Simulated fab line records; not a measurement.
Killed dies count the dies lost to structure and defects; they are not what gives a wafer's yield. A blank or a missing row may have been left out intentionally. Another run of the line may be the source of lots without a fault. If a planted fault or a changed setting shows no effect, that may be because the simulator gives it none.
Which of the tools did it? / flow gf180mcu / 32 wafers from 11 lots sampled at 7 of the route's 602 steps

== WHAT THE GAUGES READ, wafer by wafer ==
GF_V5_THK_MEAS_01. Usual: V5_CVD_00_THK 301 nm, standard deviation 3.3.
lot=L407; measured=day 26 11:14; on=film_metro-03; V5_CVD_00_THK (nm)=299 301 300; flag=
lot=L408; measured=day 26 23:30; on=film_metro-03; V5_CVD_00_THK (nm)=300 296 299; flag=
lot=L409; measured=day 27 03:20; on=film_metro-02; V5_CVD_00_THK (nm)=301 301 299; flag=
lot=L412; measured=day 28 03:53; on=film_metro-01; V5_CVD_00_THK (nm)=299 295 298; flag=
lot=L416; measured=day 29 07:04; on=film_metro-02; V5_CVD_00_THK (nm)=305 305; flag=
lot=L417; measured=day 29 18:20; on=film_metro-02; V5_CVD_00_THK (nm)=298 301 297; flag=
lot=L421; measured=day 30 20:37; on=film_metro-03; V5_CVD_00_THK (nm)=301 300 298; flag=
lot=L424; measured=day 31 11:37; on=film_metro-03; V5_CVD_00_THK (nm)=305 302 301; flag=
lot=L426; measured=day 32 00:00; on=film_metro-01; V5_CVD_00_THK (nm)=301 305 302; flag=
lot=L429; measured=day 32 13:58; on=film_metro-01; V5_CVD_00_THK (nm)=301 300 304; flag=
lot=L430; measured=day 32 19:35; on=film_metro-03; V5_CVD_00_THK (nm)=299 301 298; flag=

GF_V5_RS_MEAS_24: uses a four-point probe to measure. Usual: V5_W_RS 0.326 ohm/sq, standard deviation 0.0031.
lot=L407; measured=day 27 08:45; on=film_metro-01; V5_W_RS (ohm/sq)=0.323 0.324 0.326; flag=
lot=L408; measured=day 27 21:22; on=film_metro-03; V5_W_RS (ohm/sq)=0.331 0.325 0.329; flag=
lot=L409; measured=day 28 01:31; on=film_metro-03; V5_W_RS (ohm/sq)=0.325 0.326 0.324; flag=
lot=L412; measured=day 29 01:17; on=film_metro-03; V5_W_RS (ohm/sq)=0.325 0.328 0.328; flag=
lot=L416; measured=day 30 03:09; on=film_metro-03; V5_W_RS (ohm/sq)=0.330 0.249; flag=OFF
lot=L417; measured=day 30 14:22; on=film_metro-03; V5_W_RS (ohm/sq)=0.248 0.249 0.323; flag=OFF
lot=L421; measured=day 31 16:06; on=film_metro-02; V5_W_RS (ohm/sq)=0.321 0.320 0.324; flag=
lot=L424; measured=day 32 06:27; on=film_metro-02; V5_W_RS (ohm/sq)=0.327 0.320 0.322; flag=
lot=L426; measured=day 32 20:09; on=film_metro-02; V5_W_RS (ohm/sq)=0.325 0.329 0.332; flag=
lot=L429; measured=day 33 07:10; on=film_metro-01; V5_W_RS (ohm/sq)=0.323 0.321 0.329; flag=
lot=L430; measured=day 33 13:03; on=film_metro-03; V5_W_RS (ohm/sq)=0.330 0.334 0.327; flag=

GF_V5_THK_MEAS_25: measures by xrf. Usual: V5_W_THK 358 nm, standard deviation 4.2.
lot=L407; measured=day 27 08:52; on=film_metro-01; V5_W_THK (nm)=354 353 352; flag=
lot=L408; measured=day 27 21:28; on=film_metro-03; V5_W_THK (nm)=356 363 360; flag=
lot=L409; measured=day 28 01:38; on=film_metro-03; V5_W_THK (nm)=360 359 363; flag=
lot=L412; measured=day 29 01:24; on=film_metro-03; V5_W_THK (nm)=358 358 356; flag=
lot=L416; measured=day 30 03:16; on=film_metro-03; V5_W_THK (nm)=354 471; flag=OFF
lot=L417; measured=day 30 14:29; on=film_metro-03; V5_W_THK (nm)=468 473 362; flag=OFF
lot=L421; measured=day 31 16:13; on=film_metro-02; V5_W_THK (nm)=366 368 363; flag=
lot=L424; measured=day 32 06:34; on=film_metro-02; V5_W_THK (nm)=357 363 362; flag=
lot=L426; measured=day 32 20:15; on=film_metro-02; V5_W_THK (nm)=361 356 352; flag=
lot=L429; measured=day 33 07:17; on=film_metro-01; V5_W_THK (nm)=361 363 355; flag=
lot=L430; measured=day 33 13:10; on=film_metro-03; V5_W_THK (nm)=357 352 361; flag=

GF_TOP_METAL_CD_MEAS_14 targets a cd of 440 nm. Usual: cd_nm 440.1 nm, standard deviation 2.5.
lot=L407; measured=day 28 05:16; on=cd_sem-02; cd_nm (nm)=440.1 438.8 437.7; flag=
lot=L408; measured=day 28 17:14; on=cd_sem-02; cd_nm (nm)=439.1 440.9 438.4; flag=
lot=L409; measured=day 28 21:44; on=cd_sem-01; cd_nm (nm)=438.2 438.9 441.1; flag=
lot=L412; measured=day 29 21:20; on=cd_sem-01; cd_nm (nm)=444.1 440.8 443.3; flag=
lot=L416; measured=day 30 21:29; on=cd_sem-01; cd_nm (nm)=437.1 433.7; flag=
lot=L417; measured=day 31 08:46; on=cd_sem-01; cd_nm (nm)=438.1 436.7 436.7; flag=
lot=L421; measured=day 32 09:04; on=cd_sem-01; cd_nm (nm)=442.1 439.7 440.4; flag=
lot=L424; measured=day 33 00:05; on=cd_sem-02; cd_nm (nm)=438.4 438.2 438.4; flag=
lot=L426; measured=day 33 12:44; on=cd_sem-01; cd_nm (nm)=441.6 441.3 442.6; flag=
lot=L429; measured=day 33 22:47; on=cd_sem-02; cd_nm (nm)=441.7 440.5 440.4; flag=
lot=L430; measured=day 34 05:13; on=cd_sem-02; cd_nm (nm)=441.8 442.5 444.5; flag=

== WHAT TOOL EACH LOT RAN ON (gives the tool, then ch and the chambers of the sampled wafers, and finally the start) ==
lot=L407; GF_MIM_STRIP_20=plasma_asher-04 ch 0, day 25 11:46; GF_V5_CVD_23=cvd_w-02 ch 0,1, day 27 08:38; GF_V5_CMP_26=cmp-02 ch 0,3, day 27 08:59
lot=L408; GF_MIM_STRIP_20=plasma_asher-02 ch 0,1, day 26 01:06; GF_V5_CVD_23=cvd_w-01 ch 0,1, day 27 21:15; GF_V5_CMP_26=cmp-02 ch 0,1,3, day 27 21:37
lot=L409; GF_MIM_STRIP_20=plasma_asher-03 ch 1, day 26 05:04; GF_V5_CVD_23=cvd_w-02 ch 0,1, day 28 01:25; GF_V5_CMP_26=cmp-02 ch 0,2, day 28 01:45
lot=L412; GF_MIM_STRIP_20=plasma_asher-03 ch 0,1, day 27 06:37; GF_V5_CVD_23=cvd_w-02 ch 0,1, day 29 01:10; GF_V5_CMP_26=cmp-01 ch 0,1,3, day 29 01:36
lot=L416; GF_MIM_STRIP_20=plasma_asher-04 ch 1, day 28 10:40; GF_V5_CVD_23=cvd_w-02 ch 0,1, day 30 03:02; GF_V5_CMP_26=cmp-01 ch 3, day 30 03:20
lot=L417; GF_MIM_STRIP_20=plasma_asher-02 ch 0,1, day 28 22:07; GF_V5_CVD_23=cvd_w-02 ch 0,1, day 30 14:14; GF_V5_CMP_26=cmp-01 ch 0,1,2, day 30 14:32
lot=L421; GF_MIM_STRIP_20=plasma_asher-04 ch 0,1, day 30 00:49; GF_V5_CVD_23=cvd_w-01 ch 0,1, day 31 15:59; GF_V5_CMP_26=cmp-01 ch 0,3, day 31 16:17
lot=L424; GF_MIM_STRIP_20=plasma_asher-04 ch 0,1, day 30 16:34; GF_V5_CVD_23=cvd_w-01 ch 0,1, day 32 06:20; GF_V5_CMP_26=cmp-02 ch 0,1,3, day 32 06:58
lot=L426; GF_MIM_STRIP_20=plasma_asher-04 ch 0,1, day 31 05:30; GF_V5_CVD_23=cvd_w-01 ch 0,1, day 32 20:02; GF_V5_CMP_26=cmp-01 ch 0,3, day 32 20:17
lot=L429; GF_MIM_STRIP_20=plasma_asher-03 ch 0,1, day 31 20:55; GF_V5_CVD_23=cvd_w-01 ch 0,1, day 33 07:03; GF_V5_CMP_26=cmp-02 ch 0,2,3, day 33 07:30
lot=L430; GF_MIM_STRIP_20=plasma_asher-04 ch 0,1, day 32 02:58; GF_V5_CVD_23=cvd_w-02 ch 0,1, day 33 12:55; GF_V5_CMP_26=cmp-01 ch 0,2,3, day 33 13:13
- GF_MIM_STRIP_20: strips in O2/N2.
- GF_V5_CVD_23: deposits W, target thk 350 nm, time 104.9 s.
- GF_V5_CMP_26: polishes, stops on SiO2, t overpolish 15 s, target thk 0 nm.

== AS READ BY THE TOOLS THEMSELVES (means over the sampled wafers that have a number; for cases with no such wafer, the mark the record gives instead) ==
GF_MIM_STRIP_20. Usual: drypump_motor_current_A 5.81 A, standard deviation 0.22; heater_power_w 338 W, standard deviation 19; oes_product_au 0.691 a.u., standard deviation 0.0051; strip_time_to_endpoint_s 11.22 s, standard deviation 0.047.
lot=L407; tool=plasma_asher-04; drypump_motor_current_A (A)=5.72; heater_power_w (W)=349; oes_product_au (a.u.)=0.691; strip_time_to_endpoint_s (s)=11.18; flag=
lot=L408; tool=plasma_asher-02; drypump_motor_current_A (A)=5.96; heater_power_w (W)=355; oes_product_au (a.u.)=0.686; strip_time_to_endpoint_s (s)=11.22; flag=
lot=L409; tool=plasma_asher-03; drypump_motor_current_A (A)=6.03; heater_power_w (W)=333; oes_product_au (a.u.)=0.693; strip_time_to_endpoint_s (s)=11.28; flag=
lot=L412; tool=plasma_asher-03; drypump_motor_current_A (A)=5.86; heater_power_w (W)=339; oes_product_au (a.u.)=0.694; strip_time_to_endpoint_s (s)=11.18; flag=
lot=L416; tool=plasma_asher-04; drypump_motor_current_A (A)=5.95; heater_power_w (W)=328; oes_product_au (a.u.)=0.692; strip_time_to_endpoint_s (s)=11.16; flag=
lot=L417; tool=plasma_asher-02; drypump_motor_current_A (A)=5.95; heater_power_w (W)=358; oes_product_au (a.u.)=0.690; strip_time_to_endpoint_s (s)=11.26; flag=
lot=L421; tool=plasma_asher-04; drypump_motor_current_A (A)=5.80; heater_power_w (W)=335; oes_product_au (a.u.)=0.693; strip_time_to_endpoint_s (s)=11.29; flag=
lot=L424; tool=plasma_asher-04; drypump_motor_current_A (A)=5.78; heater_power_w (W)=338; oes_product_au (a.u.)=0.689; strip_time_to_endpoint_s (s)=11.14; flag=
lot=L426; tool=plasma_asher-04; drypump_motor_current_A (A)=5.87; heater_power_w (W)=326; oes_product_au (a.u.)=0.693; strip_time_to_endpoint_s (s)=11.23; flag=
lot=L429; tool=plasma_asher-03; drypump_motor_current_A (A)=5.65; heater_power_w (W)=337; oes_product_au (a.u.)=0.688; strip_time_to_endpoint_s (s)=11.21; flag=
lot=L430; tool=plasma_asher-04; drypump_motor_current_A (A)=5.88; heater_power_w (W)=329; oes_product_au (a.u.)=0.695; strip_time_to_endpoint_s (s)=11.21; flag=

GF_V5_CVD_23. Usual: heater_power_w 867 W, standard deviation 47; susceptor_temp_C 400.00 C, standard deviation 0.2.
lot=L407; tool=cvd_w-02; heater_power_w (W)=889; susceptor_temp_C (C)=400.09; flag=
lot=L408; tool=cvd_w-01; heater_power_w (W)=875; susceptor_temp_C (C)=399.95; flag=
lot=L409; tool=cvd_w-02; heater_power_w (W)=841; susceptor_temp_C (C)=399.94; flag=
lot=L412; tool=cvd_w-02; heater_power_w (W)=879; susceptor_temp_C (C)=400.09; flag=
lot=L416; tool=cvd_w-02; heater_power_w (W)=870; susceptor_temp_C (C)=400.03; flag=
lot=L417; tool=cvd_w-02; heater_power_w (W)=845; susceptor_temp_C (C)=399.96; flag=
lot=L421; tool=cvd_w-01; heater_power_w (W)=865; susceptor_temp_C (C)=399.99; flag=
lot=L424; tool=cvd_w-01; heater_power_w (W)=883; susceptor_temp_C (C)=400.05; flag=
lot=L426; tool=cvd_w-01; heater_power_w (W)=874; susceptor_temp_C (C)=399.77; flag=
lot=L429; tool=cvd_w-01; heater_power_w (W)=866; susceptor_temp_C (C)=399.99; flag=
lot=L430; tool=cvd_w-02; heater_power_w (W)=842; susceptor_temp_C (C)=400.05; flag=

GF_V5_CMP_26. Usual: motor_current_A 10.1 A, standard deviation 0.77; time_to_endpoint_s 86 s, standard deviation 3.7.
lot=L407; tool=cmp-02; motor_current_A (A)=10.5; time_to_endpoint_s (s)=89; flag=
lot=L408; tool=cmp-02; motor_current_A (A)=11.3; time_to_endpoint_s (s)=83; flag=
lot=L409; tool=cmp-02; motor_current_A (A)=10.2; time_to_endpoint_s (s)=84; flag=
lot=L412; tool=cmp-01; motor_current_A (A)=9.9; time_to_endpoint_s (s)=83; flag=
lot=L416; tool=cmp-01; motor_current_A (A)=9.5; time_to_endpoint_s (s)=100; flag=OFF
lot=L417; tool=cmp-01; motor_current_A (A)=9.7; time_to_endpoint_s (s)=101; flag=OFF
lot=L421; tool=cmp-01; motor_current_A (A)=9.7; time_to_endpoint_s (s)=86; flag=
lot=L424; tool=cmp-02; motor_current_A (A)=11.0; time_to_endpoint_s (s)=90; flag=
lot=L426; tool=cmp-01; motor_current_A (A)=9.7; time_to_endpoint_s (s)=91; flag=
lot=L429; tool=cmp-02; motor_current_A (A)=10.2; time_to_endpoint_s (s)=82; flag=
lot=L430; tool=cmp-01; motor_current_A (A)=9.6; time_to_endpoint_s (s)=88; flag=

== THE ANSWER, worked out from the rows above alone ==
Rule: a lot is off if the mean of its wafers that have a number lies more than 3 standard deviations from the usual mean. A lot without any number at a reading at which 4 lots or more have one is off too. All remaining lots with rows at the step are treated as sound. The gauges are gone through in route order, then the tools' own readings, and for those a lot's mean is taken as printed above. The first step at which some lot is off is used, and at that step the reading that is off furthest; a lot without a number counts as furthest.
Off: L416, L417, at GF_V5_RS_MEAS_24 (V5_W_RS).
If a tool, at a process step before that reading, ran all the lots that are off and no sound lot after the first of them, it fits. The gauges at GF_V5_RS_MEAS_24 aren't tried: what is off there is off at GF_V5_CMP_26 too, on other tools, and a gauge's error can't cause that. None of those tried fits.

== WHAT WAS PUT IN BY THE SIMULATOR ==
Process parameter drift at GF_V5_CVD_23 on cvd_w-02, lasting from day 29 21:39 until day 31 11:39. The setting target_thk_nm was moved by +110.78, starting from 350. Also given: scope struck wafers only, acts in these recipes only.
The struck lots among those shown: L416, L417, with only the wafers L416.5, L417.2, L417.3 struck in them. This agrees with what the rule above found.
